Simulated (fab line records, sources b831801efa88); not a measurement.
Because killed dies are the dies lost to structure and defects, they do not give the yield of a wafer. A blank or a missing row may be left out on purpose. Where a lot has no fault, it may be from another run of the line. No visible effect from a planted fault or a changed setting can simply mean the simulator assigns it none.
Which of the tools did it? | flow sky130 | 7 lots, 21 wafers sampled, at 2 steps of a route of 708

## WHAT THE GAUGES SHOWED, per wafer
SKY_DNWELL_TW_MEAS_09.
lot  | measured    | on            | DNWELL_TW
L613 | day 4 01:13 | film_metro-01 | 1131 1126 1127
L614 | day 4 08:49 | film_metro-02 | 1115 1112 1116
L618 | day 4 23:31 | film_metro-04 | 1198 1202 1197
L622 | day 5 21:54 | film_metro-04 | 1198 1200 1199
L627 | day 6 23:11 | film_metro-01 | 1118 1118 1120
L630 | day 7 15:56 | film_metro-02 | 1124 1127 1131
L633 | day 8 10:02 | film_metro-04 | 1122 1128 1117

## WHICH TOOL RAN EACH LOT (tool, then ch and the chambers of the sampled wafers, then the start)
lot  | SKY_DNWELL_IMPLANT_07
L613 | implanter-04 ch 0, day 4 00:59
L614 | implanter-01 ch 0, day 4 08:35
L618 | implanter-01 ch 0, day 4 23:18
L622 | implanter-01 ch 0, day 5 21:41
L627 | implanter-04 ch 0, day 6 22:56
L630 | implanter-02 ch 0, day 7 15:43
L633 | implanter-04 ch 0, day 8 09:47
- SKY_DNWELL_IMPLANT_07

## THE ANSWER, worked out from the rows above alone
Rule: the lots themselves supply what counts as usual. The widest of any qualifying gaps counts: lots, ordered by their means at a reading, are off when they make up no more than a third of the lots, leave a main group of 4 or more, and stand apart from it by 3 or more times the standard deviation of that group's means. If all means in a main group match to the digits the tables above print for the reading, that group is not used. Also off: a lot with no number at a reading for which 4 or more lots have one. All remaining lots with rows at the step are treated as sound.
Off: L618, L622, seen at SKY_DNWELL_TW_MEAS_09 (DNWELL_TW). Mean 1122 and standard deviation 5.2 in the main group.
A tool fits if, at a process step before that reading, it ran every lot that is off, and no sound lot after the first of them. The gauges at SKY_DNWELL_TW_MEAS_09 are tried like those tools. One fits: implanter-01 at SKY_DNWELL_IMPLANT_07. Its last sound lot is L614 (day 4 08:35), its first lot that is off L618 (day 4 23:18): a fault that began between those two fits.

## WHAT THE SIMULATOR PUT IN
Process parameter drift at SKY_DNWELL_IMPLANT_07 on implanter-01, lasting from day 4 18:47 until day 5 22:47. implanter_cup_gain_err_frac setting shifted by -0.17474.
Shown lots that were struck: L618, L622. The rule given above showed the same thing.
